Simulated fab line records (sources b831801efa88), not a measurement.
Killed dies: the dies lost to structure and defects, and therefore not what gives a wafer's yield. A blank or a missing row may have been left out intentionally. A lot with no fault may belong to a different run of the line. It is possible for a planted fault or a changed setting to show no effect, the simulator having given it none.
fab line records	flow sky130
record lots=14	wafers=42	lastDay=50
route steps=708 shown FIELD_ISO@11 DNWELL@43 NWELL@78
lots that met no fault: from a run of the same line without faults
startH: the number of hours between the record's first day and the start of the first shown wafer of the lot	waitH: time in hours since the lot's previous step	" repeats the value in the row above	L1.1+2: several wafers, shown together as one row	- no value present, or no start provided	* or withheld: withheld	< > ~ a bound
route shown NAME@n: NAME is a module with steps in the file, n the number in the route of the first one	usual: mean/standard deviation of fault-free wafers	same: alike in all rows	chamber/n: place in a boat	sites: each site's reading	_std_site: standard deviation of those values	_edge_site: outer sites' mean less inner sites'	radiusMm: how far each site lies from the wafer's centre	mask NAME#n: copy n	behind: the tool/chamber that last shaped the wafer	hold: reason for holding the lot/hours on hold/outcome of the hold	device: the transistor (n, p or np) that didn't switch	end of line: at the end of the route, the tests of the same wafers	where a step has no rows: the recipe by itself	killed: count of dies lost to structure and defects at first sort (not the wafer's yield)	map: a wafer's dies, marking killed ones x, the rest . and places with no die _
set.NAME: the setting the step ran with; set.NAME@STEP: the setting that earlier step ran with	model.NAME: the simulator's own value behind a step, which no gauge read
steps of the route over a sample of lots; a table a step, a row a wafer
services: when a tool's chamber went out of use (startH, in hours from the record's first day, below 0 if earlier), for how many hours, and the reason
## steps
# step SKY_FIELD_ISO_EXPOSE_10
# recipe maskId=FOM	na=0.68	sourceShape=annular	sigmaInner=0.4	sigmaOuter=0.8	targetCdNm=150	doseMj=28
# usual exposureDoseMJCm2=27.980/0.029	focusOffsetNm=0.0/0.56
lot.wafer	tool	chamber	startH	waitH	mask	exposureDoseMJCm2	focusOffsetNm
L813.3	krfScanner-02	0	20.64	-	FOM#0	27.986	-0.4
L813.4	"	0	"	"	FOM#0	27.938	-0.2
L813.5	"	0	"	"	FOM#0	27.937	0.8
L814.3	krfScanner-02	0	26.69	-	FOM#0	27.970	0.0
L814.4	"	0	"	"	FOM#0	27.920	0.2
L814.6	"	0	"	"	FOM#0	27.958	-0.3
L815.1	krfScanner-01	0	32.42	-	FOM#0	27.985	0.0
L815.3	"	0	"	"	FOM#0	27.981	0.8
L815.6	"	0	"	"	FOM#0	28.032	1.2
L816.1	krfScanner-01	0	36.94	-	FOM#0	27.940	-0.1
L816.3	"	0	"	"	FOM#0	27.985	0.1
L816.5	"	0	"	"	FOM#0	27.977	0.8
L817.1	krfScanner-02	0	42.46	-	FOM#0	27.940	0.3
L817.5	"	0	"	"	FOM#0	27.944	-0.5
L817.6	"	0	"	"	FOM#0	27.933	0.4
L820.2	krfScanner-01	0	57.58	-	FOM#0	27.946	0.2
L820.4	"	0	"	"	FOM#0	27.963	0.4
L820.6	"	0	"	"	FOM#0	27.973	0.5
L821.1	krfScanner-02	0	66.62	-	FOM#0	27.975	-1.0
L821.2	"	0	"	"	FOM#0	27.981	-0.2
L821.3	"	0	"	"	FOM#0	27.967	-1.5
L825.3	krfScanner-01	0	83.53	-	FOM#0	28.003	-0.6
L825.4	"	0	"	"	FOM#0	27.973	-0.2
L825.6	"	0	"	"	FOM#0	27.999	-1.3
L830.2	krfScanner-02	-	108.42	-	FOM#0	-	-
L830.3	"	-	"	"	FOM#0	-	-
L830.5	"	-	"	"	FOM#0	-	-
L831.1	krfScanner-01	-	114.51	-	FOM#0	-	-
L831.5	"	-	"	"	FOM#0	-	-
L831.6	"	-	"	"	FOM#0	-	-
L832.1	krfScanner-02	0	118.72	-	FOM#0	28.023	0.4
L832.4	"	0	"	"	FOM#0	27.998	0.2
L832.5	"	0	"	"	FOM#0	28.000	0.0
L833.2	krfScanner-02	0	125.41	-	FOM#0	27.988	0.6
L833.4	"	0	"	"	FOM#0	27.984	0.1
L833.5	"	0	"	"	FOM#0	28.001	0.8
L834.1	krfScanner-02	0	128.44	-	FOM#0	27.971	-1.1
L834.3	"	0	"	"	FOM#0	27.925	0.8
L834.6	"	0	"	"	FOM#0	27.986	-0.5
L836.4	krfScanner-02	0	139.80	-	FOM#0	27.948	0.2
L836.5	"	0	"	"	FOM#0	27.968	0.3
L836.6	"	0	"	"	FOM#0	27.945	0.4
# step SKY_FIELD_ISO_THK_MEAS_23
# recipe reads=SiO2_of_FIELD_ISO_OXIDATION_22
# usual FIELD_ISO_OXIDATION_01_THK=10.05/0.18
lot.wafer	tool	chamber	startH	waitH	FIELD_ISO_OXIDATION_01_THK[nm]
L813.3	filmMetro-02	-	30.84	0.0	10.31
L813.4	"	-	"	"	10.21
L813.5	"	-	"	"	10.11
L814.3	filmMetro-01	-	35.75	0.0	10.16
L814.4	"	-	"	"	10.02
L814.6	"	-	"	"	10.21
L815.1	filmMetro-03	-	41.63	0.0	10.31
L815.3	"	-	"	"	10.04
L815.6	"	-	"	"	10.21
L816.1	filmMetro-03	-	49.19	0.0	9.71
L816.3	"	-	"	"	9.83
L816.5	"	-	"	"	9.82
L817.1	filmMetro-02	-	56.18	0.0	10.26
L817.5	"	-	"	"	9.96
L817.6	"	-	"	"	10.19
L820.2	filmMetro-01	-	68.37	0.0	9.95
L820.4	"	-	"	"	10.14
L820.6	"	-	"	"	10.21
L821.1	filmMetro-01	-	76.55	0.0	10.03
L821.2	"	-	"	"	9.99
L821.3	"	-	"	"	10.12
L825.3	filmMetro-03	-	94.23	0.0	10.02
L825.4	"	-	"	"	9.84
L825.6	"	-	"	"	9.93
L830.2	filmMetro-03	-	121.10	0.0	10.09
L830.3	"	-	"	"	10.09
L830.5	"	-	"	"	10.10
L831.1	filmMetro-02	-	125.95	0.0	10.17
L831.5	"	-	"	"	10.32
L831.6	"	-	"	"	10.19
L832.1	filmMetro-03	-	130.05	0.0	10.05
L832.4	"	-	"	"	10.00
L832.5	"	-	"	"	9.95
L833.2	filmMetro-02	-	137.81	0.0	10.29
L833.4	"	-	"	"	10.27
L833.5	"	-	"	"	10.19
L834.1	filmMetro-02	-	141.57	0.0	10.40
L834.3	"	-	"	"	10.50
L834.6	"	-	"	"	10.31
L836.4	filmMetro-01	-	152.81	0.0	10.25
L836.5	"	-	"	"	10.18
L836.6	"	-	"	"	10.05
# step SKY_DNWELL_STRIP_08
# recipe chemistry=O2/N2	powerW=1400	pressureMtorr=1500	platenTempC=withheld	o2FlowSccm=3000	n2FlowSccm=300	overashFraction=0.5
# usual drypumpMotorCurrentA=5.7/0.34	oesProductAu=0.722/0.005	stripTimeToEndpointS=36.95/0.094
lot.wafer	tool	chamber	startH	waitH	drypumpMotorCurrentA	oesProductAu	rfHoursCounterH	stripTimeToEndpointS
L813.3	plasmaAsher-02	1	51.92	0.1	6.1	0.720	-	37.02
L813.4	"	0	"	"	6.0	0.716	-	36.98
L813.5	"	0	"	"	6.0	0.722	-	37.00
L814.3	plasmaAsher-04	1	55.83	0.1	5.6	0.722	-	36.99
L814.4	"	0	"	"	5.3	0.719	-	36.86
L814.6	"	0	"	"	5.3	0.719	-	36.92
L815.1	plasmaAsher-04	1	61.39	0.1	5.6	0.733	38	36.95
L815.3	"	0	"	"	5.3	0.726	-	36.94
L815.6	"	1	"	"	5.6	0.723	-	37.06
L816.1	plasmaAsher-04	0	72.99	0.1	5.3	0.728	39	37.09
L816.3	"	1	"	"	5.6	0.729	-	37.08
L816.5	"	0	"	"	5.3	0.722	-	37.12
L817.1	plasmaAsher-01	1	82.41	0.1	5.2	0.719	36	36.96
L817.5	"	0	"	"	5.5	0.721	-	37.05
L817.6	"	1	"	"	5.2	0.723	-	36.98
L820.2	plasmaAsher-04	1	91.76	0.1	5.6	0.730	41	37.08
L820.4	"	0	"	"	5.3	0.726	-	37.07
L820.6	"	0	"	"	5.3	0.716	-	37.09
L821.1	plasmaAsher-02	0	98.66	0.1	5.9	0.727	30	37.11
L821.2	"	1	"	"	6.1	0.732	30	36.99
L821.3	"	0	"	"	6.0	0.723	-	37.14
L825.3	plasmaAsher-02	1	117.59	0.1	6.1	0.729	-	36.81
L825.4	"	0	"	"	5.9	0.725	-	36.78
L825.6	"	1	"	"	6.1	0.729	-	36.80
L832.1	plasmaAsher-02	1	154.71	0.1	6.2	0.713	36	36.86
L832.4	"	0	"	"	6.0	0.716	-	36.81
L832.5	"	0	"	"	6.0	0.726	-	36.81
L833.2	plasmaAsher-02	0	165.24	0.1	6.0	0.711	37	36.83
L833.4	"	1	"	"	6.2	0.727	-	37.00
L833.5	"	1	"	"	6.1	0.720	-	36.83
L834.1	plasmaAsher-01	1	170.34	0.1	5.2	0.727	5	36.94
L834.3	"	0	"	"	5.5	0.723	-	36.98
L834.6	"	0	"	"	5.5	0.720	-	37.02
L836.4	plasmaAsher-04	1	178.18	0.1	5.6	0.722	-	37.02
L836.5	"	0	"	"	5.3	0.730	-	37.08
L836.6	"	1	"	"	5.6	0.722	-	37.06
# step SKY_NWELL_STRIP_25
# recipe chemistry=O2/N2	powerW=1400	pressureMtorr=1500	platenTempC=withheld	o2FlowSccm=3000	n2FlowSccm=300	overashFraction=0.5
# usual drypumpMotorCurrentA=5.6/0.48	oesProductAu=0.722/0.0043	stripTimeToEndpointS=36.97/0.11
lot.wafer	tool	chamber	startH	waitH	drypumpMotorCurrentA	oesProductAu	rfHoursCounterH	stripTimeToEndpointS
L813.3	plasmaAsher-04	1	102.96	0.1	5.6	0.727	-	37.11
L813.4	"	0	"	"	5.3	0.721	-	37.15
L813.5	"	0	"	"	5.3	0.729	-	37.27
L814.3	plasmaAsher-03	0	106.51	0.1	4.8	0.726	-	36.99
L814.4	"	1	"	"	5.5	0.720	-	36.97
L814.6	"	0	"	"	4.8	0.717	-	37.06
L815.1	plasmaAsher-02	0	112.74	0.1	6.0	0.721	32	37.14
L815.3	"	1	"	"	6.1	0.728	-	37.12
L815.6	"	0	"	"	6.0	0.722	-	37.16
L816.1	plasmaAsher-03	1	127.79	0.1	5.5	0.722	44	36.84
L816.3	"	1	"	"	5.5	0.712	-	36.74
L816.5	"	0	"	"	4.8	0.723	-	36.78
L817.1	plasmaAsher-02	1	137.54	0.1	6.1	0.726	34	37.10
L817.5	"	0	"	"	6.0	0.722	-	37.18
L817.6	"	1	"	"	6.1	0.717	-	37.11
L820.2	plasmaAsher-03	1	148.83	0.1	5.5	0.720	47	36.91
L820.4	"	1	"	"	5.5	0.717	-	36.91
L820.6	"	1	"	"	5.5	0.729	-	36.93
L821.1	plasmaAsher-02	0	155.63	0.1	6.0	0.713	36	36.86
L821.2	"	1	"	"	6.1	0.724	36	37.09
L821.3	"	1	"	"	6.1	0.721	-	36.97
L825.3	plasmaAsher-04	0	179.17	0.1	5.3	0.725	-	36.91
L825.4	"	1	"	"	5.6	0.723	-	36.89
L825.6	"	0	"	"	5.3	0.723	-	36.86
L832.1	plasmaAsher-02	1	218.94	0.1	6.2	0.724	43	37.10
L832.4	"	1	"	"	6.1	0.724	-	37.12
L832.5	"	1	"	"	6.2	0.727	-	36.99
L833.2	plasmaAsher-03	0	230.49	0.1	4.8	0.718	55	37.03
L833.4	"	0	"	"	4.8	0.715	-	37.12
L833.5	"	1	"	"	5.5	0.719	-	36.94
L834.1	plasmaAsher-02	0	237.84	0.1	6.0	0.721	45	36.98
L834.3	"	0	"	"	6.0	0.723	-	36.95
L834.6	"	0	"	"	6.0	0.717	-	36.94
L836.4	plasmaAsher-03	1	246.07	0.1	5.5	0.726	-	37.01
L836.5	"	0	"	"	4.8	0.729	-	36.93
L836.6	"	1	"	"	5.5	0.717	-	36.99
## services
tool	chamber	startH	hours	kind
krfScanner-02	-	3.42	4.4	pm
krfScanner-02	-	7.79	4.0	pm
plasmaAsher-03	-	20.22	4.0	pm
krfScanner-02	-	32.04	1.3	pm
plasmaAsher-04	-	33.82	5.7	repair
plasmaAsher-02	-	37.91	1.2	repair
plasmaAsher-01	-	42.64	0.9	repair
krfScanner-01	-	44.91	1.3	pm
krfScanner-02	-	46.56	1.0	pm
plasmaAsher-01	-	54.02	22.2	pm
krfScanner-02	-	54.55	11.6	pm
krfScanner-01	-	67.56	0.3	repair
krfScanner-01	-	83.74	0.8	pm
krfScanner-01	-	120.50	0.3	repair
krfScanner-01	-	121.17	1.0	pm
krfScanner-02	-	127.19	0.4	repair
krfScanner-02	-	137.25	1.4	repair
plasmaAsher-03	-	142.37	0.4	repair
krfScanner-02	-	143.86	4.4	pm
krfScanner-02	-	148.25	0.8	pm
krfScanner-02	-	181.83	2.2	repair
krfScanner-02	-	207.94	1.3	pm
krfScanner-02	-	215.56	1.0	pm
krfScanner-01	-	220.81	1.3	pm
## key
firstSign step=SKY_FIELD_ISO_EXPOSE_10	reading=toolRecord	direction=missing
effect none on later readings
metAt SKY_FIELD_ISO_EXPOSE_10
struckLots L830,L831
laterRowsLeftOut L830.2,L830.3,L830.5,L831.1,L831.5,L831.6
sortLeftOut L830.2,L830.3,L830.5,L831.1,L831.5,L831.6
testerLeftOut L830,L831
notActingAt SKY_FIELD_ISO_THK_MEAS_23,SKY_DNWELL_STRIP_08,SKY_NWELL_STRIP_25
onsetBetween 83.53 108.42
fault kind=skippedStepWhole	tool=krfScanner-01,krfScanner-02	chamber=-	onsetH=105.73	steps=SKY_FIELD_ISO_EXPOSE_10	scope=struckLotsOnly
# testerLeftOut: of these lots the tester's yield and bins aren't shown, on N5 and GAA mostly nor the transistor test; their killed dies are dies lost to structure and defects alone, not to doping, threshold or leakage, so they don't give the yield
# sortLeftOut: the simulated sort isn't trusted on such a fault, so these wafers' sort isn't shown, and their yield isn't known
# laterRowsLeftOut: the simulator's readings of these wafers behind a module that went badly wrong aren't trusted and aren't shown, but for the sort
